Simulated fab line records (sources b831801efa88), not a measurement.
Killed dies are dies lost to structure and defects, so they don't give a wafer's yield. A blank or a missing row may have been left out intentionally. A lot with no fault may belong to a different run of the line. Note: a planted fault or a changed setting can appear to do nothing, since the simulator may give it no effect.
Which of the tools did it? + flow gf180mcu + 11 lots with 33 wafers sampled at 7 steps, on a route of 602 steps

WHAT THE GAUGES READ, wafer by wafer
GF_V2_THK_MEAS_01.
| lot  | measured     | on            | V2_CVD_00_THK (nm) |
|------|--------------|---------------|--------------------|
| L486 | day 21 00:43 | film_metro-03 | 571 585 590        |
| L489 | day 21 18:55 | film_metro-03 | 596 593 586        |
| L488 | day 21 21:25 | film_metro-01 | 590 595 592        |
| L490 | day 22 01:37 | film_metro-01 | 594 604 591        |
| L491 | day 22 12:32 | film_metro-01 | 599 599 594        |
| L493 | day 23 04:43 | film_metro-03 | 585 586 587        |
| L497 | day 24 12:38 | film_metro-01 | 607 608 600        |
| L502 | day 26 02:38 | film_metro-03 | 605 597 601        |
| L503 | day 26 06:29 | film_metro-02 | 606 605 606        |
| L505 | day 27 02:35 | film_metro-03 | 603 597 601        |
| L506 | day 27 06:46 | film_metro-02 | 598 598 598        |

GF_V2_RS_MEAS_24: a four-point-probe measurement.
| lot  | measured     | on            | V2_W_RS (ohm/sq)                    |
|------|--------------|---------------|-------------------------------------|
| L486 | day 22 01:58 | film_metro-01 | 0.327 0.331 0.327                   |
| L489 | day 22 20:04 | film_metro-02 | 0.326 0.332 0.330                   |
| L488 | day 22 23:26 | film_metro-03 | 0.329 0.331 0.325                   |
| L490 | day 23 02:04 | film_metro-01 | 0.329 0.325 0.326                   |
| L491 | day 23 13:28 | film_metro-01 | 0.325 0.331 0.329                   |
| L493 | day 24 05:18 | film_metro-01 | 0.328 0.331 0.328                   |
| L497 | day 25 11:59 | film_metro-03 | 0.323 0.329 0.327                   |
| L502 | day 27 01:02 | film_metro-01 | 0.374 0.323 0.325 0.373 0.323 0.324 |
| L503 | day 27 05:08 | film_metro-01 | 0.328 0.324 0.326                   |
| L505 | day 28 00:20 | film_metro-02 | 0.332 0.329 0.332                   |
| L506 | day 28 04:14 | film_metro-02 | 0.331 0.336 0.330                   |

GF_V2_THK_MEAS_25: measures by xrf.
| lot  | measured     | on            | V2_W_THK (nm)           |
|------|--------------|---------------|-------------------------|
| L486 | day 22 02:04 | film_metro-01 | 358 354 361             |
| L489 | day 22 20:11 | film_metro-02 | 350 345 345             |
| L488 | day 22 23:32 | film_metro-03 | 356 351 360             |
| L490 | day 23 02:09 | film_metro-01 | 356 361 362             |
| L491 | day 23 13:34 | film_metro-01 | 364 356 358             |
| L493 | day 24 05:25 | film_metro-01 | 357 352 358             |
| L497 | day 25 12:05 | film_metro-03 | 363 355 355             |
| L502 | day 27 03:59 | film_metro-01 | 315 365 364 314 367 366 |
| L503 | day 27 05:15 | film_metro-01 | 358 363 361             |
| L505 | day 28 00:26 | film_metro-02 | 348 350 345             |
| L506 | day 28 04:21 | film_metro-02 | 349 346 350             |

GF_M3_THK_MEAS_06: measures by xrf.
| lot  | measured     | on            | M3_ALCU_THK (nm) |
|------|--------------|---------------|------------------|
| L486 | day 22 02:46 | film_metro-04 | 455 452 451      |
| L489 | day 22 20:53 | film_metro-03 | 451 449 450      |
| L488 | day 23 00:14 | film_metro-04 | 450 449 451      |
| L490 | day 23 02:51 | film_metro-03 | 454 454 451      |
| L491 | day 23 14:16 | film_metro-04 | 457 455 454      |
| L493 | day 24 06:07 | film_metro-03 | 456 453 453      |
| L497 | day 25 12:47 | film_metro-03 | 458 459 457      |
| L502 | day 27 06:35 | film_metro-03 | 453 450 453      |
| L503 | day 27 05:57 | film_metro-02 | 453 447 453      |
| L505 | day 28 01:08 | film_metro-02 | 454 458 449      |
| L506 | day 28 05:03 | film_metro-03 | 454 453 454      |

WHAT TOOL EACH LOT RAN ON (gives the tool, then ch and the chambers of the sampled wafers, and finally the start)
| lot  | GF_V2_ETCH_17                                 | GF_V2_CVD_23                  | GF_V2_CMP_26                  |
|------|-----------------------------------------------|-------------------------------|-------------------------------|
| L486 | rie_diel-04 ch 2,3, day 22 01:50 or earlier   | cvd_w-02 ch 0,1, day 22 01:50 | cmp-01 ch 0,1,3, day 22 02:14 |
| L489 | rie_diel-04 ch 0,1, day 22 19:58 or earlier   | cvd_w-02 ch 0,1, day 22 19:58 | cmp-01 ch 0,2, day 22 20:15   |
| L488 | rie_diel-03 ch 0,1,3, day 22 23:18 or earlier | cvd_w-01 ch 0,1, day 22 23:18 | cmp-02 ch 1,2,3, day 22 23:40 |
| L490 | rie_diel-03 ch 0,2,3, day 23 01:55 or earlier | cvd_w-02 ch 0,1, day 23 01:55 | cmp-01 ch 1,2, day 23 02:14   |
| L491 | rie_diel-03 ch 0,2,3, day 23 13:19 or earlier | cvd_w-02 ch 0,1, day 23 13:19 | cmp-01 ch 1,2,3, day 23 13:37 |
| L493 | rie_diel-01 ch 0,1,3, day 24 05:11 or earlier | cvd_w-02 ch 0,1, day 24 05:11 | cmp-02 ch 0,1, day 24 05:29   |
| L497 | rie_diel-03 ch 0,1, day 25 11:51 or earlier   | cvd_w-02 ch 0,1, day 25 11:51 | cmp-01 ch 1,2, day 25 12:08   |
| L502 | rie_diel-03 ch 0,1,2, day 27 00:55 or earlier | cvd_w-02 ch 0,1, day 27 00:55 | cmp-02 ch 0,1,2, day 27 05:59 |
| L503 | rie_diel-03 ch 0,2,3, day 27 05:00 or earlier | cvd_w-01 ch 0,1, day 27 05:00 | cmp-02 ch 1,2,3, day 27 05:24 |
| L505 | rie_diel-03 ch 0,1,3, day 28 00:08 or earlier | cvd_w-01 ch 1, day 28 00:08   | cmp-02 ch 0,2,3, day 28 00:34 |
| L506 | rie_diel-03 ch 1,2,3, day 28 04:00 or earlier | cvd_w-01 ch 1, day 28 04:00   | cmp-02 ch 0,3, day 28 04:28   |
- GF_V2_ETCH_17: etches SiO2 in C4F8/O2/Ar, stops on TiN, target depth 630 nm.
- GF_V2_CVD_23: deposits W, target thk 350 nm, time 104.94 s.
- GF_V2_CMP_26: polishes, stops on SiO2, t overpolish 15 s, target thk 0 nm.

WHAT THE TOOLS THEMSELVES READ (means of the sampled wafers that have a number; where no wafer has one, the mark that the record gives instead)
GF_V2_ETCH_17.
| lot  | tool        | oes_product_au (a.u.) |
|------|-------------|-----------------------|
| L486 | rie_diel-04 | 0.853                 |
| L489 | rie_diel-04 | 0.849                 |
| L488 | rie_diel-03 | 0.860                 |
| L490 | rie_diel-03 | 0.852                 |
| L491 | rie_diel-03 | 0.857                 |
| L493 | rie_diel-01 | 0.859                 |
| L497 | rie_diel-03 | 0.855                 |
| L502 | rie_diel-03 | 0.854                 |
| L503 | rie_diel-03 | 0.861                 |
| L505 | rie_diel-03 | 0.852                 |
| L506 | rie_diel-03 | 0.856                 |

GF_V2_CVD_23.
| lot  | tool     | heater_power_w (W) |
|------|----------|--------------------|
| L486 | cvd_w-02 | 902                |
| L489 | cvd_w-02 | 901                |
| L488 | cvd_w-01 | 849                |
| L490 | cvd_w-02 | 903                |
| L491 | cvd_w-02 | 914                |
| L493 | cvd_w-02 | 912                |
| L497 | cvd_w-02 | 913                |
| L502 | cvd_w-02 | 895                |
| L503 | cvd_w-01 | 843                |
| L505 | cvd_w-01 | 807                |
| L506 | cvd_w-01 | 800                |

GF_V2_CMP_26.
| lot  | tool   | motor_current_A (A) | time_to_endpoint_s (s) |
|------|--------|---------------------|------------------------|
| L486 | cmp-01 | 10.7                | 86.4                   |
| L489 | cmp-01 | 11.2                | 81.4                   |
| L488 | cmp-02 | 12.0                | 84.1                   |
| L490 | cmp-01 | 10.1                | 87.3                   |
| L491 | cmp-01 | 10.6                | 85.1                   |
| L493 | cmp-02 | 11.1                | 86.5                   |
| L497 | cmp-01 | 10.2                | 84.9                   |
| L502 | cmp-02 | 11.9                | 83.5                   |
| L503 | cmp-02 | 12.1                | 86.9                   |
| L505 | cmp-02 | 12.8                | 87.4                   |
| L506 | cmp-02 | 13.0                | 87.2                   |

THE ANSWER, worked out from the rows above alone
Rule: the lots themselves supply what counts as usual. Put in order of their means at a reading, lots are off if they are a third of the lots or fewer, leave a main group of 4 or more, and stand apart from it by a gap of 3 or more times the standard deviation of the main group's means; of several such gaps the widest counts. If all means in a main group match to the digits the tables above print for the reading, that group is not used. A lot without any number at a reading at which 4 lots or more have one is off too. Where the step has rows for the other lots, those lots are counted as sound. After the gauges, taken in route order, come the tools' own readings; for these a lot's mean is taken, as printed above. The first step at which some lot is off is used, and at that step the reading that is off furthest; a lot without a number counts as furthest.
Off: at GF_V2_RS_MEAS_24 (V2_W_RS), L502. The main group has a mean of 0.329 ohm/sq with a standard deviation of 0.0019.
A tool fits if, at a process step before that reading, it ran every lot that is off, and no sound lot after the first of them. Those tools and the gauges at GF_V2_RS_MEAS_24 are tried in the same way. Because GF_V2_ETCH_17 lacks a start for some lots, the hours and order of its lots are taken from GF_V2_CVD_23. One fits: GF_V2_CVD_23 on cvd_w-02. A fault onset in the window from L497 (day 25 11:51, its last sound lot) to L502 (day 27 00:55, its first lot off) fits.

WHAT WAS PUT IN BY THE SIMULATOR
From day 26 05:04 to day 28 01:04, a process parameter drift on cvd_w-02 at GF_V2_CVD_23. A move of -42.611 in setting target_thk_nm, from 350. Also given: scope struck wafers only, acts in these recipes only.
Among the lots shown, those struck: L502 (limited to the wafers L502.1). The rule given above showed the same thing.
